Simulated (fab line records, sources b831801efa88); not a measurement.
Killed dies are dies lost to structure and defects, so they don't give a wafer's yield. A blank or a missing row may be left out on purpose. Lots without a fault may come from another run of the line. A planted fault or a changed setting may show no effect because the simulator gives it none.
Which tool did it? | flow gf180mcu | 12 lots, 36 wafers sampled, at 5 steps of a route of 602

WHAT THE GAUGES READ, wafer by wafer
GF_MIM_THK_MEAS_06.
lot  | measured     | on            | MIM_CVD_05_THK (nm)
L895 | day 25 09:38 | film_metro-03 | 41.9 41.9 42.0
L896 | day 25 14:44 | film_metro-02 | 42.1 41.7 42.5
L897 | day 26 03:59 | film_metro-04 | 42.0 42.1 42.7
L898 | day 26 06:56 | film_metro-02 | 41.7 42.1 41.5
L899 | day 26 15:37 | film_metro-04 | 46.2 46.6 47.3
L900 | day 27 04:02 | film_metro-02 | 46.2 47.2 47.1
L901 | day 27 08:28 | film_metro-04 | 46.7 47.4 47.1
L910 | day 30 09:17 | film_metro-02 | 41.5 42.4 42.0
L913 | day 31 01:10 | film_metro-03 | 42.4 41.8 42.9
L912 | day 31 02:07 | film_metro-03 | 42.0 42.5 42.2
L914 | day 31 02:59 | film_metro-03 | 42.4 42.9 42.9
L915 | day 31 17:04 | film_metro-03 | 41.1 41.7 41.6

WHICH TOOL RAN EACH LOT (tool, then ch and the chambers of the sampled wafers, then the start)
lot  | GF_V4_CMP_04                  | GF_V4_STRIP_18                       | GF_MIM_SPUTTER_00            | GF_MIM_CVD_05
L895 | cmp-01 ch 0,1,3, day 24 09:39 | plasma_asher-03 ch 0,1, day 25 08:08 | pvd_sputter-01, day 25 09:23 | pecvd-02 ch 0,2, day 25 09:36
L896 | cmp-01 ch 0,1,3, day 24 14:46 | plasma_asher-03 ch 0,1, day 25 13:14 | pvd_sputter-01, day 25 14:28 | pecvd-03 ch 0,1, day 25 14:41
L897 | cmp-02 ch 0,1,2, day 25 04:29 | plasma_asher-01 ch 0,1, day 26 02:32 | pvd_sputter-03, day 26 03:43 | pecvd-02 ch 0,1,2, day 26 03:56
L898 | cmp-02 ch 0,3, day 25 07:10   | plasma_asher-01 ch 0, day 26 05:22   | pvd_sputter-01, day 26 06:41 | pecvd-02 ch 0,1,2, day 26 06:55
L899 | cmp-01 ch 0,1,3, day 25 16:04 | plasma_asher-01 ch 0,1, day 26 14:05 | pvd_sputter-01, day 26 15:20 | pecvd-02 ch 0,1, day 26 15:34
L900 | cmp-01 ch 0,2,3, day 26 04:29 | plasma_asher-01 ch 0,1, day 27 02:14 | pvd_sputter-03, day 27 03:46 | pecvd-02 ch 0,1, day 27 03:59
L901 | cmp-02 ch 0,1,2, day 26 08:44 | plasma_asher-02 ch 0,1, day 27 06:34 | pvd_sputter-03, day 27 08:11 | pecvd-02 ch 0,1,2, day 27 08:25
L910 | cmp-02 ch 1,2,3, day 29 12:37 | plasma_asher-03 ch 0,1, day 30 07:41 | pvd_sputter-03, day 30 09:02 | pecvd-02 ch 0,1,2, day 30 09:16
L913 | cmp-02 ch 0,1,2, day 30 04:41 | plasma_asher-02 ch 0,1, day 30 23:20 | pvd_sputter-01, day 31 00:55 | pecvd-04 ch 1,2, day 31 01:08
L912 | cmp-01 ch 0,2,3, day 30 05:47 | plasma_asher-02 ch 0,1, day 31 00:38 | pvd_sputter-04, day 31 01:51 | pecvd-04 ch 0,1,2, day 31 02:04
L914 | cmp-02 ch 0,3, day 30 06:59   | plasma_asher-01 ch 0,1, day 31 01:32 | pvd_sputter-03, day 31 02:43 | pecvd-02 ch 0,1, day 31 02:56
L915 | cmp-01 ch 0,2, day 30 20:35   | plasma_asher-03 ch 0,1, day 31 15:32 | pvd_sputter-01, day 31 16:47 | pecvd-03 ch 1,2, day 31 17:01
- GF_V4_CMP_04: polishes SiO2.
- GF_V4_STRIP_18: strips in O2/N2.
- GF_MIM_SPUTTER_00: material Ti, target thk 37.5 nm, time 150 s.
- GF_MIM_CVD_05: deposits Si3N4, target thk 42 nm, time 29.086 s.

WHAT THE TOOLS THEMSELVES READ (means of the sampled wafers that have a number; where no wafer has one, the mark that the record gives instead)
GF_V4_CMP_04.
lot  | tool   | edge_zone_pressure_frac | motor_current_A (A) | time_to_endpoint_s (s)
L895 | cmp-01 | 0.999                   | 11.9                | 83
L896 | cmp-01 | 0.999                   | 11.6                | 77
L897 | cmp-02 | 1.002                   | 12.2                | 82
L898 | cmp-02 | 1.000                   | 13.4                | 85
L899 | cmp-01 | 1.000                   | 11.7                | 76
L900 | cmp-01 | 1.002                   | 12.1                | 77
L901 | cmp-02 | 1.001                   | 12.5                | 89
L910 | cmp-02 | 1.002                   | 11.8                | 89
L913 | cmp-02 | 1.000                   | 12.5                | 83
L912 | cmp-01 | 1.002                   | 11.8                | 82
L914 | cmp-02 | 1.000                   | 13.4                | 91
L915 | cmp-01 | 1.001                   | 13.1                | 79

GF_V4_STRIP_18.
lot  | tool            | drypump_motor_current_A (A) | heater_power_w (W) | oes_product_au (a.u.)
L895 | plasma_asher-03 | 5.4                         | 320                | 0.591
L896 | plasma_asher-03 | 5.2                         | 323                | 0.591
L897 | plasma_asher-01 | 6.3                         | 351                | 0.592
L898 | plasma_asher-01 | 6.8                         | 329                | 0.595
L899 | plasma_asher-01 | 6.3                         | 357                | 0.591
L900 | plasma_asher-01 | 6.3                         | 354                | 0.597
L901 | plasma_asher-02 | 5.5                         | 329                | 0.587
L910 | plasma_asher-03 | 5.4                         | 319                | 0.587
L913 | plasma_asher-02 | 5.5                         | 334                | 0.591
L912 | plasma_asher-02 | 5.5                         | 326                | 0.593
L914 | plasma_asher-01 | 6.0                         | 371                | 0.590
L915 | plasma_asher-03 | 5.2                         | 325                | 0.588

GF_MIM_SPUTTER_00.
lot  | tool           | throttle_valve_pct (%)
L895 | pvd_sputter-01 | 29.6
L896 | pvd_sputter-01 | 29.9
L897 | pvd_sputter-03 | 29.4
L898 | pvd_sputter-01 | 29.7
L899 | pvd_sputter-01 | 29.6
L900 | pvd_sputter-03 | 30.4
L901 | pvd_sputter-03 | 30.3
L910 | pvd_sputter-03 | 30.1
L913 | pvd_sputter-01 | 30.9
L912 | pvd_sputter-04 | 29.3
L914 | pvd_sputter-03 | 29.6
L915 | pvd_sputter-01 | 30.2

GF_MIM_CVD_05.
lot  | tool     | heater_power_w (W)
L895 | pecvd-02 | 626
L896 | pecvd-03 | 717
L897 | pecvd-02 | 578
L898 | pecvd-02 | 593
L899 | pecvd-02 | 672
L900 | pecvd-02 | 609
L901 | pecvd-02 | 561
L910 | pecvd-02 | 606
L913 | pecvd-04 | 675
L912 | pecvd-04 | 671
L914 | pecvd-02 | 691
L915 | pecvd-03 | 662

THE ANSWER, worked out from the rows above alone
Rule: what is usual is taken from the lots themselves. Put in order of their means at a reading, lots are off if they are a third of the lots or fewer, leave a main group of 4 or more, and stand apart from it by a gap of 3 or more times the standard deviation of the main group's means; of several such gaps the widest counts. A main group whose means are all the same, to the digits that the tables above print for the reading, isn't used. A lot without any number at a reading at which 4 lots or more have one is off too. The other lots that the step has rows for count as sound. The gauges are gone through in route order, then the tools' own readings, and for those a lot's mean is taken as printed above. The first step at which some lot is off is used, and at that step the reading that is off furthest; a lot without a number counts as furthest.
Off: L899, L900, L901, at GF_MIM_THK_MEAS_06 (MIM_CVD_05_THK). The main group: mean 42.1 nm, standard deviation 0.35.
A tool fits if, at a process step before that reading, it ran every lot that is off, and no sound lot after the first of them. The gauges at GF_MIM_THK_MEAS_06 are tried like those tools. None of those tried fits.

WHAT THE SIMULATOR HAD PUT IN
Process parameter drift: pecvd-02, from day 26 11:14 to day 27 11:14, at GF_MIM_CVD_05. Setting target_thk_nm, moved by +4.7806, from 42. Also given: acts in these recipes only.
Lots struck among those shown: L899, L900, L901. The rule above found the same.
